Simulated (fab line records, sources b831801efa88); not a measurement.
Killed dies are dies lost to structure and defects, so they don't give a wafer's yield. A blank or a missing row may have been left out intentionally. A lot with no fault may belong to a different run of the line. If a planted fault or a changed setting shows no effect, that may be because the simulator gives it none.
Which tool was responsible? :: flow sky130 :: 11 lots, 33 wafers sampled, at 5 steps of a route of 708

## WHAT EACH GAUGE READ, for each wafer
SKY_VIA1_CD_MEAS_12 targets a cd of 150 nm. Usual: cdNm reads 149.9 nm (standard deviation 2.3).
lot: L824
measured: day 34 04:05
on: cdSem-02
cdNm (nm): 153.7 152.9 154.1
flag: 

lot: L825
measured: day 34 12:55
on: cdSem-02
cdNm (nm): 151.1 149.0 150.2
flag: 

lot: L826
measured: day 35 11:18
on: cdSem-02
cdNm (nm): 146.1 143.8 144.3
flag: 

lot: L828
measured: day 35 16:01
on: cdSem-01
cdNm (nm): 146.8 147.3 147.2
flag: 

lot: L829
measured: day 35 22:01
on: cdSem-01
cdNm (nm): 147.5 148.1 147.4
flag: 

lot: L834
measured: day 37 11:56
on: cdSem-01
cdNm (nm): 152.6 149.6 150.7
flag: 

lot: L835
measured: day 38 02:28
on: cdSem-02
cdNm (nm): 151.4 153.5 152.0
flag: 

lot: L842
measured: day 40 04:28
on: cdSem-02
cdNm (nm): 149.0 150.6 149.6
flag: 

lot: L844
measured: day 40 12:55
on: cdSem-02
cdNm (nm): 153.2 153.1 154.7
flag: 

lot: L845
measured: day 40 21:11
on: cdSem-02
cdNm (nm): 150.7 149.3 148.6
flag: 

lot: L846
measured: day 41 00:59
on: cdSem-01
cdNm (nm): 148.8 148.4 148.9
flag: 

SKY_CAPM_OVL_MEAS_12. Usual: for CAPM_OVL the level is 0.3 nm and the standard deviation is 1.5.
lot: L824
measured: day 37 14:58
on: overlay-01
CAPM_OVL (nm): -1.3 -0.9 -0.3
flag: 

lot: L825
measured: day 37 23:26
on: overlay-02
CAPM_OVL (nm): 1.0 -1.6 -2.6
flag: 

lot: L826
measured: day 38 21:11
on: overlay-01
CAPM_OVL (nm): 0.0 3.5 0.1
flag: 

lot: L828
measured: day 39 02:04
on: overlay-01
CAPM_OVL (nm): -1.3 1.0 2.0
flag: 

lot: L829
measured: day 39 07:14
on: overlay-01
CAPM_OVL (nm): -0.5 -0.8 -0.5
flag: 

lot: L834
measured: day 40 19:35
on: overlay-02
CAPM_OVL (nm): 2.0 0.2
flag: 

lot: L835
measured: day 41 08:34
on: overlay-02
CAPM_OVL (nm): 1.8 0.4
flag: 

lot: L842
measured: day 43 08:47
on: overlay-01
CAPM_OVL (nm): -0.3 -1.2 -0.8
flag: 

lot: L844
measured: day 43 17:29
on: overlay-01
CAPM_OVL (nm): 0.4 -1.3 -0.5
flag: 

lot: L845
measured: day 44 02:08
on: overlay-01
CAPM_OVL (nm): 3.3 0.5 2.8
flag: 

lot: L846
measured: day 44 04:45
on: overlay-01
CAPM_OVL (nm): -2.2 0.5 -1.8
flag: 

## WHICH TOOL RAN EACH LOT (tool, then ch and the chambers of the sampled wafers, then the start)
lot: L824
SKY_VIA2_ETCH_15: rieDiel-01 ch 0,1,3, day 36 12:05
SKY_VIA2_STRIP_16: plasmaAsher-01 ch 0, day 36 12:08
SKY_METAL3_SPUTTER_00: pvdSputter-01, day 36 13:26

lot: L825
SKY_VIA2_ETCH_15: rieDiel-01 ch 1,3, day 36 19:40
SKY_VIA2_STRIP_16: plasmaAsher-03 ch 0,1, day 36 19:44
SKY_METAL3_SPUTTER_00: pvdSputter-03, day 36 21:13

lot: L826
SKY_VIA2_ETCH_15: rieDiel-04 ch 2,3, day 37 18:16
SKY_VIA2_STRIP_16: plasmaAsher-04 ch 0,1, day 37 18:22
SKY_METAL3_SPUTTER_00: pvdSputter-04, day 37 19:46

lot: L828
SKY_VIA2_ETCH_15: rieDiel-02 ch 0,1,3, day 37 23:52
SKY_VIA2_STRIP_16: plasmaAsher-03 ch 0,1, day 37 23:56
SKY_METAL3_SPUTTER_00: pvdSputter-04, day 38 01:12

lot: L829
SKY_VIA2_ETCH_15: rieDiel-04 ch 0,1,2, day 38 05:35
SKY_VIA2_STRIP_16: plasmaAsher-03 ch 0,1, day 38 05:41
SKY_METAL3_SPUTTER_00: pvdSputter-04, day 38 06:55

lot: L834
SKY_VIA2_ETCH_15: rieDiel-04 ch 2,3, day 39 17:13
SKY_VIA2_STRIP_16: plasmaAsher-01 ch 0, day 39 17:16
SKY_METAL3_SPUTTER_00: pvdSputter-01, day 39 18:35

lot: L835
SKY_VIA2_ETCH_15: rieDiel-04 ch 0,1,2, day 40 06:55
SKY_VIA2_STRIP_16: plasmaAsher-04 ch 0, day 40 06:58
SKY_METAL3_SPUTTER_00: pvdSputter-01, day 40 08:15

lot: L842
SKY_VIA2_ETCH_15: rieDiel-04 ch 1,2, day 42 08:29
SKY_VIA2_STRIP_16: plasmaAsher-03 ch 0,1, day 42 08:32
SKY_METAL3_SPUTTER_00: pvdSputter-01, day 42 09:55

lot: L844
SKY_VIA2_ETCH_15: rieDiel-04 ch 0,3, day 42 16:55
SKY_VIA2_STRIP_16: plasmaAsher-01 ch 0,1, day 42 17:01
SKY_METAL3_SPUTTER_00: pvdSputter-03, day 42 18:19

lot: L845
SKY_VIA2_ETCH_15: rieDiel-04 ch 0,1, day 43 01:38
SKY_VIA2_STRIP_16: plasmaAsher-04 ch 0,1, day 43 01:41
SKY_METAL3_SPUTTER_00: pvdSputter-04, day 43 03:05

lot: L846
SKY_VIA2_ETCH_15: rieDiel-01 ch 1,2,3, day 43 04:39
SKY_VIA2_STRIP_16: plasmaAsher-04 ch 0,1, day 43 04:43
SKY_METAL3_SPUTTER_00: pvdSputter-04, day 43 05:59
- SKY_VIA2_ETCH_15: etches SiO2 in C4F8/O2/Ar, stops on TiN, target depth 546 nm, time 84 s.
- SKY_VIA2_STRIP_16: strips in O2/N2.
- SKY_METAL3_SPUTTER_00: material Ti, target thk 15 nm, time 10 s.

## WHAT THE TOOLS THEMSELVES READ (means of the sampled wafers that have a number; where no wafer has one, the mark that the record gives instead)
SKY_VIA2_ETCH_15. Usual: oesProductAu reads 0.940 a.u. (standard deviation 0.0045).
lot: L824
tool: rieDiel-01
oesProductAu (a.u.): 0.940
flag: 

lot: L825
tool: rieDiel-01
oesProductAu (a.u.): 0.942
flag: 

lot: L826
tool: rieDiel-04
oesProductAu (a.u.): 0.940
flag: 

lot: L828
tool: rieDiel-02
oesProductAu (a.u.): 0.940
flag: 

lot: L829
tool: rieDiel-04
oesProductAu (a.u.): 0.942
flag: 

lot: L834
tool: rieDiel-04
oesProductAu (a.u.): 0.904
flag: OFF

lot: L835
tool: rieDiel-04
oesProductAu (a.u.): 0.900
flag: OFF

lot: L842
tool: rieDiel-04
oesProductAu (a.u.): 0.945
flag: 

lot: L844
tool: rieDiel-04
oesProductAu (a.u.): 0.941
flag: 

lot: L845
tool: rieDiel-04
oesProductAu (a.u.): 0.940
flag: 

lot: L846
tool: rieDiel-01
oesProductAu (a.u.): 0.940
flag: 

SKY_VIA2_STRIP_16. Usual: drypumpMotorCurrentA 5.5 A, standard deviation 0.36; o2FlowSccm 2999 sccm, standard deviation 9.7; oesProductAu 0.399 a.u., standard deviation 0.0047; stripTimeToEndpointS 4.052 s, standard deviation 0.027.
lot: L824
tool: plasmaAsher-01
drypumpMotorCurrentA (A): 5.5
o2FlowSccm (sccm): 2995
oesProductAu (a.u.): 0.400
stripTimeToEndpointS (s): 4.063
flag: 

lot: L825
tool: plasmaAsher-03
drypumpMotorCurrentA (A): 5.0
o2FlowSccm (sccm): 3000
oesProductAu (a.u.): 0.400
stripTimeToEndpointS (s): 4.053
flag: 

lot: L826
tool: plasmaAsher-04
drypumpMotorCurrentA (A): 5.8
o2FlowSccm (sccm): 2994
oesProductAu (a.u.): 0.404
stripTimeToEndpointS (s): 4.046
flag: 

lot: L828
tool: plasmaAsher-03
drypumpMotorCurrentA (A): 5.0
o2FlowSccm (sccm): 2991
oesProductAu (a.u.): 0.401
stripTimeToEndpointS (s): 4.058
flag: 

lot: L829
tool: plasmaAsher-03
drypumpMotorCurrentA (A): 5.0
o2FlowSccm (sccm): 3005
oesProductAu (a.u.): 0.400
stripTimeToEndpointS (s): 4.052
flag: 

lot: L834
tool: plasmaAsher-01
drypumpMotorCurrentA (A): 5.4
o2FlowSccm (sccm): 3001
oesProductAu (a.u.): 0.401
stripTimeToEndpointS (s): 4.126
flag: 

lot: L835
tool: plasmaAsher-04
drypumpMotorCurrentA (A): 6.0
o2FlowSccm (sccm): 2998
oesProductAu (a.u.): 0.404
stripTimeToEndpointS (s): 4.151
flag: OFF

lot: L842
tool: plasmaAsher-03
drypumpMotorCurrentA (A): 5.0
o2FlowSccm (sccm): 2996
oesProductAu (a.u.): 0.400
stripTimeToEndpointS (s): 4.047
flag: 

lot: L844
tool: plasmaAsher-01
drypumpMotorCurrentA (A): 5.5
o2FlowSccm (sccm): 3020
oesProductAu (a.u.): 0.400
stripTimeToEndpointS (s): 4.098
flag: 

lot: L845
tool: plasmaAsher-04
drypumpMotorCurrentA (A): 5.8
o2FlowSccm (sccm): 2996
oesProductAu (a.u.): 0.396
stripTimeToEndpointS (s): 4.024
flag: 

lot: L846
tool: plasmaAsher-04
drypumpMotorCurrentA (A): 5.7
o2FlowSccm (sccm): 3006
oesProductAu (a.u.): 0.398
stripTimeToEndpointS (s): 4.031
flag: 

SKY_METAL3_SPUTTER_00. Usual: throttleValvePct reads 30.2 % (standard deviation 1.2).
lot: L824
tool: pvdSputter-01
throttleValvePct (%): 30.6
flag: 

lot: L825
tool: pvdSputter-03
throttleValvePct (%): 30.6
flag: 

lot: L826
tool: pvdSputter-04
throttleValvePct (%): 30.5
flag: 

lot: L828
tool: pvdSputter-04
throttleValvePct (%): 30.6
flag: 

lot: L829
tool: pvdSputter-04
throttleValvePct (%): 29.7
flag: 

lot: L834
tool: pvdSputter-01
throttleValvePct (%): 31.2
flag: 

lot: L835
tool: pvdSputter-01
throttleValvePct (%): 30.1
flag: 

lot: L842
tool: pvdSputter-01
throttleValvePct (%): 30.1
flag: 

lot: L844
tool: pvdSputter-03
throttleValvePct (%): 29.8
flag: 

lot: L845
tool: pvdSputter-04
throttleValvePct (%): 30.0
flag: 

lot: L846
tool: pvdSputter-04
throttleValvePct (%): 30.4
flag: 

## THE ANSWER, worked out from the rows above alone
Rule: a lot is off if the mean of its wafers that have a number lies more than 3 standard deviations from the usual mean. A lot without any number at a reading at which 4 lots or more have one is off too. The other lots that the step has rows for count as sound. Order of review: gauges by route order, followed by the tools' own readings, for which a lot's mean as printed above is used. At the first step where some lot is off, the reading lying furthest off is the one used; lots without a number count as furthest.
Off: L834, L835, at SKY_VIA2_ETCH_15 (oesProductAu).
If a tool, at that step or one of the process steps before it, ran each lot that is off and ran no sound lot following the first of them, it fits. Not one of the candidates tried fits.

## WHAT THE SIMULATOR HAD PUT IN
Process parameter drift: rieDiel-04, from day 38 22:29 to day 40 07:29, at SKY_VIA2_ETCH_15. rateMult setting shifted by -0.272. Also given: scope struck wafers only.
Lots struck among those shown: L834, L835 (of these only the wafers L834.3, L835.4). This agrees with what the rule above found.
